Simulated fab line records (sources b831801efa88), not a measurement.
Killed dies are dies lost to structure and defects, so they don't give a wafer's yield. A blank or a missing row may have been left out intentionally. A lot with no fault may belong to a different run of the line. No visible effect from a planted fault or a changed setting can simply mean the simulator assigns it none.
Comparing a struck lot with a sound one | flow gf180mcu | 34 out of 602 route steps
Sound: the wafers L577.2, L577.3, L577.4. Struck: wafers L569.1, L569.3, L569.6. The cause is given at the end.
Each step with rows lists, per side, the tool, then ch with its chambers, then its first start. Under that, the readings that differ: sound wafers | struck wafers | difference of the means | sigmas: that difference in standard deviations of wafers without a fault.
alike: same words and numbers on both sides, and readings whose means sit less than 2 such deviations apart. not compared: any withheld reading, any reading some wafer has no value for, any bound like >300 that may hide the same value, and any number with overlapping values for which the record gives no deviation.
A row with sigmas, a row that says differs or no value, or rows on one side alone: a step with any of these is where the two part. When numbers do not overlap yet have no deviation, they are printed without sigmas and do not part them. A reading missing from all wafers of one side parts the sides only when that side holds two or more wafers.

first, 1 step without rows for these wafers: GF_HV_LDD_IMPLANT_21.
GF_HV_LDD_STRIP_22: strips in O2/N2.
  sound on plasmaAsher-01 ch 0,1, day 16 15:52; struck on plasmaAsher-03 ch 0, day 13 23:34
  alike: chamberPressureMTorr, drypumpMotorCurrentA, heaterPowerW, oesProductAu, stripTimeToEndpointS
  not compared: rfHoursCounterH
GF_HV_LDD_TW_MEAS_23:
  sound on filmMetro-01 at day 16 15:58; struck on filmMetro-01 at day 13 23:40
  alike: HV_LDD_2_TW
then, 7 steps without rows for these wafers: GF_HV_LDD_DEHYDRATE_24 (time 60 s); GF_HV_LDD_HMDS_25 (prime time 60 s); GF_HV_LDD_COAT_26 (resist thk 1000 nm); GF_HV_LDD_SOFTBAKE_27 (time 60 s); GF_HV_LDD_EXPOSE_28 (exposes mask Nplus HV AREA, target cd 400 nm); GF_HV_LDD_PEB_29; GF_HV_LDD_DEVELOP_30 (develop time 62.6 s).
GF_HV_LDD_CD_MEAS_31 targets a cd of 400 nm.
  sound on cdSem-01 at day 17 13:19; struck on cdSem-02 at day 14 20:06
reading   | sound             | struck            | difference | sigmas
cdNm (nm) | 411.1 411.1 409.8 | 405.8 402.9 402.5 | -6.9       | -3
GF_HV_LDD_OVL_MEAS_32:
  sound on overlay-02 at day 17 13:26; struck on overlay-02 at day 14 20:13
  alike: HV_LDD_02_OVL
GF_HV_LDD_IMPLANT_33:
  sound on implanter-03 ch 0, day 17 13:29; struck on implanter-03, day 14 20:15
  no value came back on the struck wafers for beamEnergyKeV, beamOnS (s), doseIonsCm2; on the sound wafers beamEnergyKeV reads 59.992 59.983 59.981
then, 3 steps without rows for these wafers: GF_HV_LDD_IMPLANT_34; GF_HV_LDD_IMPLANT_35; GF_HV_LDD_IMPLANT_36.
GF_HV_LDD_STRIP_37: strips in O2/N2.
  sound on plasmaAsher-02 ch 0,1, day 17 14:04; struck on plasmaAsher-03 ch 0,1, day 14 20:51
  alike: chamberPressureMTorr, drypumpMotorCurrentA, heaterPowerW, oesProductAu, stripTimeToEndpointS
  not compared: rfHoursCounterH
GF_HV_LDD_TW_MEAS_38:
  sound on filmMetro-03 at day 17 14:10; struck on filmMetro-03 at day 14 21:11
reading     | sound          | struck         | difference | sigmas
HV_LDD_3_TW | 1449 1449 1452 | 1309 1314 1315 | -137       | -14
  not compared: hold
then, 6 steps without rows for these wafers: GF_HV_LDD_HMDS_40 (prime time 60 s); GF_HV_LDD_COAT_41 (resist thk 1000 nm); GF_HV_LDD_SOFTBAKE_42 (time 60 s); GF_HV_LDD_EXPOSE_43 (exposes mask Pplus HV AREA, target cd 400 nm); GF_HV_LDD_PEB_44; GF_HV_LDD_DEVELOP_45 (develop time 60 s).
GF_HV_LDD_CD_MEAS_46 targets a cd of 400 nm.
  sound on cdSem-02 at day 18 12:55; struck on cdSem-02 at day 15 18:45
  alike: cdNm
GF_HV_LDD_OVL_MEAS_47:
  sound on overlay-02 at day 18 13:02; struck on overlay-01 at day 15 18:52
  alike: HV_LDD_03_OVL
then, 1 step without rows for these wafers: GF_HV_LDD_IMPLANT_48.
GF_HV_LDD_STRIP_49: strips in O2/N2.
  sound on plasmaAsher-01 ch 0,1, day 18 13:13; struck on plasmaAsher-01 ch 0,1, day 15 19:04
  alike: chamberPressureMTorr, drypumpMotorCurrentA, heaterPowerW, oesProductAu, stripTimeToEndpointS
  not compared: rfHoursCounterH
GF_HV_LDD_TW_MEAS_50:
  sound on filmMetro-01 at day 18 13:19; struck on filmMetro-03 at day 15 19:10
  alike: HV_LDD_4_TW
then, 1 step without rows for these wafers: GF_HV_LDD_CLEAN_51 (cleans in SC1/SC2, time 150 s).
GF_HV_LDD_RTA_52: time 10 s.
  sound on rtpAnneal-02 ch 0, day 18 13:26; struck on rtpAnneal-01 ch 0, day 15 19:16
reading          | sound          | struck         | difference | sigmas
lampPowerPct (%) | 29.3 29.2 29.2 | 34.0 34.1 34.1 | +4.8       | +2
  alike: wafer_temp_C_max
GF_HV_LDD_RS_MEAS_53: the measuring method here is four-point-probe.
  sound on filmMetro-01 at day 18 13:31; struck on filmMetro-04 at day 15 19:37
reading            | sound             | struck            | difference | sigmas
HV_LDD_RS (ohm/sq) | 415.4 417.1 417.1 | 438.9 439.7 439.4 | +22.8      | +23
  not compared: hold
GF_HV_LDD_CVD_54: deposits SiO2 from TEOS, target thk 10 nm, time 75 s.
  sound on lpcvd-01 ch 0, day 18 13:37; struck on lpcvd-01 ch 1, day 15 22:20
reading | sound | struck                                                                  | difference                   | sigmas
hold    | - - - | awaitDispo/2.6h/release awaitDispo/2.6h/release awaitDispo/2.6h/release | no value on the sound wafers | 
  alike: spikeTcUpperC, zonePowerTopPct
  not compared: model.SiO2_of_HV_LDD_CVD_54.thkNm
GF_HV_LDD_THK_MEAS_55:
  sound on filmMetro-01 at day 18 14:38; struck on filmMetro-04 at day 15 23:22
  alike: HV_LDD_CVD_54_THK

== WHERE THEY PART ==
Earliest at GF_HV_LDD_CD_MEAS_31; latest, in this record, at GF_HV_LDD_CVD_54. Later steps at which nothing parts them and some readings are alike: GF_HV_LDD_THK_MEAS_55.

WHY: what the simulator had put in
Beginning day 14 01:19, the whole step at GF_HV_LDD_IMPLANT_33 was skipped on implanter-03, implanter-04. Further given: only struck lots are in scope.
